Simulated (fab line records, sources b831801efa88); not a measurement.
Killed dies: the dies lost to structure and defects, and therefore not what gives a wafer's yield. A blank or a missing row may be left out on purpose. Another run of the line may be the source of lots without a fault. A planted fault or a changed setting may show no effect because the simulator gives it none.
The tool behind it: which one?	flow gf180mcu	13 lots with 39 wafers sampled at 5 steps, on a route of 602 steps

WHAT THE GAUGES SHOWED, per wafer
GF_VT_IMPLANT_TW_MEAS_32.
lot	measured	on	VT_IMPLANT_3_TW
L246	day 6 22:22	film-metro-03	266.4 267.2 267.0
L247	day 7 03:04	film-metro-01	272.9 274.9 273.8
L248	day 7 09:28	film-metro-03	265.7 267.6 266.7
L249	day 7 16:37	film-metro-03	266.1 266.6 265.2
L250	day 7 23:19	film-metro-01	273.8 272.1 274.6
L251	day 8 08:30	film-metro-03	267.7 266.2 267.1
L252	day 8 14:22	film-metro-01	272.6 271.4 272.3
L253	day 8 17:31	film-metro-03	267.3 267.7 265.4
L254	day 9 00:57	film-metro-03	269.4 268.5 269.6
L255	day 9 06:43	film-metro-03	268.8 269.6 267.8
L259	day 10 07:57	film-metro-03	266.9 268.5 265.6
L260	day 10 16:14	film-metro-01	270.1 270.2 271.7
L267	day 12 14:10	film-metro-03	265.3 266.2 266.4

GF_VT_IMPLANT_RS_MEAS_46: measurement is done with a four-point probe.
lot	measured	on	MVSD_RS (ohm/sq)
L246	day 7 14:16	film-metro-03	457.0 458.3 459.0
L247	day 7 19:28	film-metro-04	456.4 455.8 455.3
L248	day 8 01:38	film-metro-04	457.7 457.7 457.7
L249	day 8 09:01	film-metro-03	456.0 455.0 457.5
L250	day 8 15:44	film-metro-04	455.1 455.0 455.4
L251	day 9 01:51	film-metro-04	456.1 456.5 455.9
L252	day 9 07:25	film-metro-03	456.9 456.9 457.1
L253	day 9 10:25	film-metro-04	455.7 454.7 455.7
L254	day 9 18:06	film-metro-03	457.9 456.2 458.6
L255	day 10 01:01	film-metro-04	455.7 458.6 457.6
L259	day 11 02:13	film-metro-02	454.9 456.2 456.2
L260	day 11 10:50	film-metro-04	455.8 456.6 456.5
L267	day 13 10:25	film-metro-03	457.0 456.5 456.3

GF_VT_IMPLANT_RS_MEAS_49: measurement is done with a four-point probe.
lot	measured	on	MVPSD_RS (ohm/sq)
L246	day 7 14:38	film-metro-03	1171.2 1172.7 1174.5
L247	day 7 19:50	film-metro-04	1167.3 1167.8 1165.2
L248	day 8 01:59	film-metro-04	1164.7 1167.5 1169.0
L249	day 8 09:23	film-metro-03	1169.0 1165.3 1168.7
L250	day 8 16:06	film-metro-04	1172.9 1168.1 1172.5
L251	day 9 02:13	film-metro-04	1166.0 1166.9 1166.0
L252	day 9 07:47	film-metro-03	1168.2 1171.1 1170.1
L253	day 9 10:47	film-metro-04	1168.8 1169.1 1170.3
L254	day 9 18:28	film-metro-03	1170.0 1173.5 1170.3
L255	day 10 01:22	film-metro-04	1168.4 1166.6 1169.1
L259	day 11 02:34	film-metro-02	1168.5 1167.3 1165.1
L260	day 11 11:11	film-metro-04	1167.3 1167.4 1165.5
L267	day 13 10:47	film-metro-03	1166.0 1166.3 1169.3

EACH LOT AND THE TOOL THAT RAN IT (in order: tool; ch and the chambers of the sampled wafers; start)
lot	GF_MVSD_COAT_02	GF_MVSD_STRIP_10
L246	litho-track-01 ch 0, day 4 05:14	plasma-asher-01 ch 0,1, day 4 12:46
L247	litho-track-01 ch 0, day 4 09:01	plasma-asher-01 ch 0,1, day 4 16:45
L248	litho-track-04 ch 0, day 4 15:41	plasma-asher-04 ch 0,1, day 4 22:34
L249	litho-track-01 ch 0, day 4 20:28	plasma-asher-02 ch 0,1, day 5 04:17
L250	litho-track-01 ch 0, day 5 03:17	plasma-asher-01 ch 0, day 5 10:40
L251	litho-track-04 ch 0, day 5 10:58	plasma-asher-01 ch 0,1, day 5 18:45
L252	litho-track-04 ch 0, day 5 15:41	plasma-asher-04 ch 0,1, day 5 23:26
L253	litho-track-03 ch 0, day 5 19:46	plasma-asher-02 ch 0,1, day 6 03:36
L254	litho-track-04 ch 0, day 6 01:19	plasma-asher-02 ch 0,1, day 6 08:48
L255	litho-track-01 ch 0, day 6 06:49	plasma-asher-04 ch 0,1, day 6 14:42
L259	litho-track-01 ch 0, day 7 04:16	plasma-asher-04 ch 0,1, day 7 12:44
L260	litho-track-01 ch 0, day 7 11:04	plasma-asher-02 ch 0,1, day 7 20:05
L267	litho-track-03 ch 0, day 9 03:10	plasma-asher-01 ch 0,1, day 9 12:21
- GF_MVSD_COAT_02: resist thk 3000 nm.
- GF_MVSD_STRIP_10: strips in O2/N2.

WHAT THE TOOLS THEMSELVES READ (means of the sampled wafers that have a number; where no wafer has one, the mark that the record gives instead)
GF_MVSD_COAT_02.
lot	tool	exhaust-pa (Pa)
L246	litho-track-01	45.7
L247	litho-track-01	44.8
L248	litho-track-04	44.1
L249	litho-track-01	43.8
L250	litho-track-01	45.0
L251	litho-track-04	44.9
L252	litho-track-04	44.6
L253	litho-track-03	45.3
L254	litho-track-04	44.3
L255	litho-track-01	45.3
L259	litho-track-01	45.5
L260	litho-track-01	45.9
L267	litho-track-03	45.8

GF_MVSD_STRIP_10.
lot	tool	drypump-motor-current-A (A)	heater-power-w (W)	oes-product-au (a.u.)	strip-time-to-endpoint-s (s)
L246	plasma-asher-01	5.7	340	0.721	36.94
L247	plasma-asher-01	5.3	336	0.721	37.05
L248	plasma-asher-04	6.1	321	0.724	36.94
L249	plasma-asher-02	5.8	327	0.722	37.06
L250	plasma-asher-01	5.0	324	0.718	37.00
L251	plasma-asher-01	5.3	334	0.719	36.97
L252	plasma-asher-04	5.7	308	0.718	36.84
L253	plasma-asher-02	5.9	325	0.723	36.95
L254	plasma-asher-02	5.8	324	0.721	36.95
L255	plasma-asher-04	6.1	319	0.724	36.75
L259	plasma-asher-04	5.7	311	0.721	29.59
L260	plasma-asher-02	5.8	324	0.720	22.28
L267	plasma-asher-01	5.4	336	0.721	36.99

THE ANSWER, worked out from the rows above alone
Rule: what is usual is taken from the lots themselves. Put in order of their means at a reading, lots are off if they are a third of the lots or fewer, leave a main group of 4 or more, and stand apart from it by a gap of 3 or more times the standard deviation of the main group's means; of several such gaps the widest counts. A main group whose means are all the same, to the digits that the tables above print for the reading, isn't used. A lot without any number at a reading at which 4 lots or more have one is off too. The other lots that the step has rows for count as sound. After the gauges, taken in route order, come the tools' own readings; for these a lot's mean is taken, as printed above. At the first step where some lot is off, the reading lying furthest off is the one used; lots without a number count as furthest.
Off: L259, L260, at GF_MVSD_STRIP_10 (strip-time-to-endpoint-s). Mean 36.95 s and standard deviation 0.085 in the main group.
If a tool, at that step or one of the process steps before it, ran each lot that is off and ran no sound lot following the first of them, it fits. One fits: GF_MVSD_COAT_02 on litho-track-01. A fault onset in the window from L255 (day 6 06:49, its last sound lot) to L259 (day 7 04:16, its first lot off) fits.

WHAT WAS PUT IN BY THE SIMULATOR
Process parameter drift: litho-track-01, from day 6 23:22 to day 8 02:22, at GF_MVSD_COAT_02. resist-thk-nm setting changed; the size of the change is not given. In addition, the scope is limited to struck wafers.
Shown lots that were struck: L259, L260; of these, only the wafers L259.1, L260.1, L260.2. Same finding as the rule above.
